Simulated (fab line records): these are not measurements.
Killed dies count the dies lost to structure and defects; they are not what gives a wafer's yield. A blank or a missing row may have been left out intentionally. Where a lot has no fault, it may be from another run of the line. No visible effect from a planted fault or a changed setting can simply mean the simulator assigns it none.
Struck lot and sound lot, side by side || flow sky130 || 18 out of 708 route steps
Sound: these wafers, L428.1, L428.4, L428.5. Struck: wafer L416.4 (left out: L416.2, L416.6 of the same lot, which were not struck); the cause appears at the end.
Each step with rows lists, per side, the tool, then ch with its chambers, then its first start. Under that, the readings that differ: sound wafers || struck wafers || difference of the means || sigmas: that difference in standard deviations of wafers without a fault.
alike: same words and numbers on both sides, and readings whose means sit less than 2 such deviations apart. not compared: any withheld reading, any reading some wafer has no value for, any bound like >300 that may hide the same value, and any number with overlapping values for which the record gives no deviation.
Wherever a step has rows on one side only, a row that says differs or no value, or a row with sigmas, the two part there. When numbers do not overlap yet have no deviation, they are printed without sigmas and do not part them. A reading missing from all wafers of one side parts the sides only when that side holds two or more wafers.

first, 3 steps without rows for these wafers: SKY_VIA3_EXPOSE_09 (exposes mask VIM3, target cd 200 nm); SKY_VIA3_PEB_10; SKY_VIA3_DEVELOP_11 (develop time 60 s).
SKY_VIA3_CD_MEAS_12 targets a cd of 200 nm.
  sound on cd_sem-02 at day 47 14:08; struck on cd_sem-01 at day 44 10:01
  alike: cd_nm
SKY_VIA3_OVL_MEAS_13:
  sound on overlay-01 at day 47 14:16; struck on overlay-02 at day 44 10:07
  alike: VIA3_OVL
SKY_VIA3_ETCH_14: etches BARC in N2/H2, stops on SiO2, time 45.9 s, target depth 60 nm.
  sound on rie_diel-03 ch 0,2,3, day 47 14:18; struck on rie_diel-03 ch 3, day 44 10:09
  alike: drypump_motor_current_A, oes_product_au, throttle_valve_pct
  not compared: rf_hours_counter_h
SKY_VIA3_ETCH_15: etches SiO2 in C4F8/O2/Ar, stops on TiN, target depth 507 nm, time 78 s.
  sound on rie_diel-03 ch 0,2,3, day 47 14:20; struck on rie_diel-03 ch 3, day 44 10:11
  alike: oes_product_au
SKY_VIA3_STRIP_16: strips in O2/N2.
  sound on plasma_asher-03 ch 0,1, day 47 14:24; struck on plasma_asher-02 ch 0, day 44 10:15
  alike: drypump_motor_current_A, oes_product_au, strip_time_to_endpoint_s
  not compared: rf_hours_counter_h
then, 3 steps without rows for these wafers: SKY_VIA3_STRIP_17 (strips in post etch residue remover, time 1200 s); SKY_VIA3_CLEAN_18 (cleans in IPA, time 180 s); SKY_VIA3_CLEAN_19 (cleans in O3/DIW).
SKY_VIA3_SPUTTER_20: material TiN, target thk 20 nm, time 80 s.
  sound on pvd_sputter-02 at day 47 15:01; struck on pvd_sputter-04 at day 44 10:50
  alike: throttle_valve_pct
SKY_VIA3_CVD_21: deposits W, target thk 390 nm, time 117.31 s.
  sound on cvd_w-02 ch 0,1, day 47 15:04; struck on cvd_w-02 ch 0, day 44 10:55
{"reading": "model.W_of_VIA3_CVD_21.thk_nm (nm)", "sound": "386.7 388.8 393.4", "struck": 281.2, "difference": -108.4, "sigmas": ""}
  alike: heater_power_w
SKY_VIA3_RS_MEAS_22: a four-point-probe measurement.
  sound on film_metro-02 at day 47 15:11; struck on film_metro-01 at day 44 11:20
{"reading": "VIA3_W_RS (ohm/sq)", "sound": "0.297 0.295 0.292", "struck": 0.409, "difference": "+0.114", "sigmas": "+29"}
  not compared: hold
SKY_VIA3_THK_MEAS_23: measures by xrf.
  sound on film_metro-02 at day 47 15:19; struck on film_metro-01 at day 44 14:17
{"reading": "VIA3_W_THK (nm)", "sound": "389 389 395", "struck": 280, "difference": -111, "sigmas": -19}
  not compared: hold
SKY_VIA3_CMP_24: polishes, stops on SiO2, t overpolish 20 s, target thk 0 nm.
  sound on cmp-02 ch 0,1,3, day 47 15:22; struck on cmp-02 ch 2, day 44 16:26
{"reading": "hold", "sound": "- - -", "struck": "await_dispo/2.1h/release", "difference": "no value on the sound wafers", "sigmas": ""}
{"reading": "time_to_endpoint_s (s)", "sound": "95 91 99", "struck": 63, "difference": -32, "sigmas": -10}
  alike: motor_current_A, slurry_filter_dp_kPa
SKY_METAL4_SPUTTER_00: material Ti, target thk 15 nm, time 10 s.
  sound on pvd_sputter-01 at day 47 15:40; struck on pvd_sputter-02 at day 44 16:49
  alike: throttle_valve_pct
next, for these wafers, 1 step has no rows: SKY_PAD_OPEN_PROBE_99.

WHERE THEY PART
Last at SKY_VIA3_CMP_24 as far as this record goes, first at SKY_VIA3_RS_MEAS_22. Later steps at which nothing parts them and some readings are alike: SKY_METAL4_SPUTTER_00.

WHY: the cause the simulator had injected
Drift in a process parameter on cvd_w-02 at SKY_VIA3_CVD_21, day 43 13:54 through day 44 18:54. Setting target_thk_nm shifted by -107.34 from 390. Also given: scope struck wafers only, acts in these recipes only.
